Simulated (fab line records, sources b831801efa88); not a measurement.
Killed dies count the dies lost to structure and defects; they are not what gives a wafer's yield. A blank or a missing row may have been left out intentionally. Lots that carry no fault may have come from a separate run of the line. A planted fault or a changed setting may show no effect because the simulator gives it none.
A struck lot beside a sound one ; flow sky130 ; 32 steps out of a route of 708
Sound: the wafers L777.2, L777.4, L777.5. Wafers L780.4, L780.5, L780.6 were the ones struck. The cause is named last.
Per side, at each step with rows, come the tool, then ch with its chambers, and then its first start. Under that, the readings that differ: sound wafers ; struck wafers ; difference of the means ; sigmas: that difference in standard deviations of wafers without a fault.
alike: words and numbers the same on both sides, and readings whose means are apart by under 2 such deviations; not compared: readings that were withheld, readings missing a value for some wafer, numbers with overlapping values and no deviation given by the record, and bounds like >300 which may hide the same value.
The two part at a step that has a row with sigmas, a row that says differs or no value, or rows on one side only. Numbers that have no deviation but don't overlap get no sigmas and don't part them. A reading that every wafer of one side lacks parts them only if that side has two wafers or more.

first, 5 steps without rows for these wafers: SKY_CONTACT_ETCH_18 (etches Si3N4 in CHF3/O2, stops on TiN, time 39 s, target depth 75 nm); SKY_CONTACT_STRIP_19 (strips in O2/N2); SKY_CONTACT_STRIP_20 (strips in post etch residue remover, time 1200 s); SKY_CONTACT_CLEAN_21 (cleans in IPA, time 180 s); SKY_CONTACT_CLEAN_22 (cleans in O3/DIW).
SKY_CONTACT_SPUTTER_23: material TiN, target thk 20 nm, time 80 s.
  sound: pvd-sputter-04 at day 33 23:30; struck: pvd-sputter-02 at day 34 17:06
  alike: chamber-pressure-pa, throttle-valve-pct
SKY_CONTACT_CVD_24: deposits W, target thk 340 nm, time 102.12 s.
  sound on cvd-w-02 ch 1, day 33 23:34; struck on cvd-w-02 ch 0,1, day 34 17:12
  alike: chamber-pressure-Torr, heater-power-w
  not compared: since-wet-clean-h
SKY_CONTACT_RS_MEAS_25: uses a four-point probe to measure.
  sound: film-metro-01 at day 33 23:41; struck: film-metro-01 at day 34 17:20
  alike: CONTACT_W_RS
SKY_CONTACT_THK_MEAS_26: measures by xrf.
  sound: film-metro-01 at day 33 23:48; struck: film-metro-01 at day 34 17:25
  alike: CONTACT_W_THK
SKY_CONTACT_CMP_27: polishes, stops on SiO2, t overpolish 15 s, target thk 0 nm.
  sound on cmp-01 ch 0,2, day 33 23:51; struck on cmp-02 ch 0,1,3, day 34 17:33
  alike: head-pressure-psi, motor-current-A, overpolish-run-s, retaining-ring-pressure-frac, slurry-flow-ml-min, time-to-endpoint-s
then, 2 steps without rows for these wafers: SKY_METAL1_SPUTTER_00 (material Ti, target thk 15 nm, time 10 s); SKY_METAL1_SPUTTER_01 (material TiN, target thk 20 nm, time 16.7 s).
SKY_METAL1_SPUTTER_02: material AlCu, target thk 250 nm, time 13.3 s.
  sound: pvd-sputter-01 at day 34 00:12; struck: pvd-sputter-01 at day 34 17:49
reading;sound;struck;difference;sigmas
chamber-pressure-pa (Pa);0.3994 0.3999 0.4002;0.3421 0.3435 0.3423;-0.0572;-68
throttle-valve-pct (%);31.0 29.9 30.1;32.6 33.3 33.4;+2.8;+5
model.AlCu_of_METAL1_SPUTTER_02.thk-nm (nm);251.7 252.9 253.2;258.4 257.7 259.2;+5.8;
then, 1 step without rows for these wafers: SKY_METAL1_SPUTTER_03 (material Ti, target thk 5 nm, time 3.3 s).
SKY_METAL1_SPUTTER_04: material TiN, target thk 70 nm, time 58.3 s.
  sound: pvd-sputter-01 at day 34 00:15; struck: pvd-sputter-01 at day 34 17:52
  alike: chamber-pressure-pa, throttle-valve-pct
SKY_METAL1_RS_MEAS_05: uses a four-point probe to measure.
  sound: film-metro-02 at day 34 00:19; struck: film-metro-04 at day 34 17:57
reading;sound;struck;difference;sigmas
METAL1_ALCU_RS (ohm/sq);0.1259 0.1252 0.1251;0.1212 0.1214 0.1209;-0.0042;-4
SKY_METAL1_THK_MEAS_06: measures by xrf.
  sound: film-metro-02 at day 34 00:25; struck: film-metro-04 at day 34 18:02
  alike: METAL1_ALCU_THK
then, 8 steps without rows for these wafers: SKY_METAL1_DEHYDRATE_07 (time 60 s); SKY_METAL1_HMDS_08 (prime time 60 s); SKY_METAL1_COAT_09 (resist thk 60 nm); SKY_METAL1_COAT_10 (resist thk 450 nm); SKY_METAL1_SOFTBAKE_11 (time 90 s); SKY_METAL1_EXPOSE_12 (exposes mask MM1, target cd 140 nm); SKY_METAL1_PEB_13; SKY_METAL1_DEVELOP_14 (develop time 60 s).
SKY_METAL1_CD_MEAS_15: the cd target is 140 nm.
  sound: cd-sem-01 at day 35 03:05; struck: cd-sem-02 at day 35 20:41
  alike: cd-nm
SKY_METAL1_OVL_MEAS_16:
  sound: overlay-02 at day 35 03:11; struck: overlay-01 at day 35 20:46
  alike: METAL1_OVL
SKY_METAL1_DESCUM_17: chemistry O2, time 8 s.
  sound on rie-metal-03 ch 0, day 35 03:14; struck on rie-metal-02 ch 0,1, day 35 20:47
  alike: drypump-motor-current-A, oes-product-au
  not compared: rf-hours-counter-h
then, 1 step without rows for these wafers: SKY_METAL1_ETCH_18 (etches BARC in N2/H2, stops on SiO2, time 45.9 s, target depth 60 nm).
SKY_METAL1_METAL_ETCH_19: etches the open film in Cl2/BCl3, stops on SiO2, target depth 360 nm, time 78 s.
  sound on rie-metal-03 ch 0, day 35 03:26; struck on rie-metal-02 ch 0,1, day 35 20:54
reading;sound;struck;difference;sigmas
model.etch.depth-nm (nm);361 361.1 361.9;353.6 353.7 354.3;-7.5;
model.METAL1.feature-depth-nm (nm);361 361.1 361.9;353.6 353.7 354.3;-7.5;
  alike: drypump-motor-current-A, oes-product-au, throttle-valve-pct
  not compared: rf-hours-counter-h
then, 1 step without rows for these wafers: SKY_METAL1_STRIP_20 (strips in O2/N2).
-- the record jumps here: 12 days lie between the struck wafers' starts before and after (it left off in module METAL1 and takes up again in module PAD_OPEN, whose first step shown is number 708 of the route) --
SKY_PAD_OPEN_PROBE_99:
  sound: prober-02 at day 47 15:15; struck: prober-01 at day 48 04:24
reading;sound;struck;difference;sigmas
model.etest.met1.rs-ohm-sq;0.1285 0.1266 0.1277;0.1248 0.1241 0.1231;-0.0036;
  alike: defect-limited-yield, killed_at_M0_to_M3, killed_at_M4_up, killed-at-contacts, killed-at-front-end, killed-at-other, killed-dies, killed-open, killed-short, sort_bin_3_pad_short, sort_bin_5_function, sort_bin_6_memory, sort-n-pass, sort-yield-pct

WHERE THEY PART
First at SKY_METAL1_SPUTTER_02; last, within this record, at SKY_METAL1_RS_MEAS_05. Later steps at which nothing parts them and some readings are alike: SKY_METAL1_THK_MEAS_06, SKY_METAL1_CD_MEAS_15, SKY_METAL1_OVL_MEAS_16, SKY_METAL1_DESCUM_17, SKY_METAL1_METAL_ETCH_19, SKY_PAD_OPEN_PROBE_99.

WHY: what had been put in by the simulator
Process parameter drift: pvd-sputter-01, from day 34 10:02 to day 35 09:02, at SKY_METAL1_SPUTTER_02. A move of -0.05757 in setting chamber-pressure-pa, from 0.4. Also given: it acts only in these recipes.
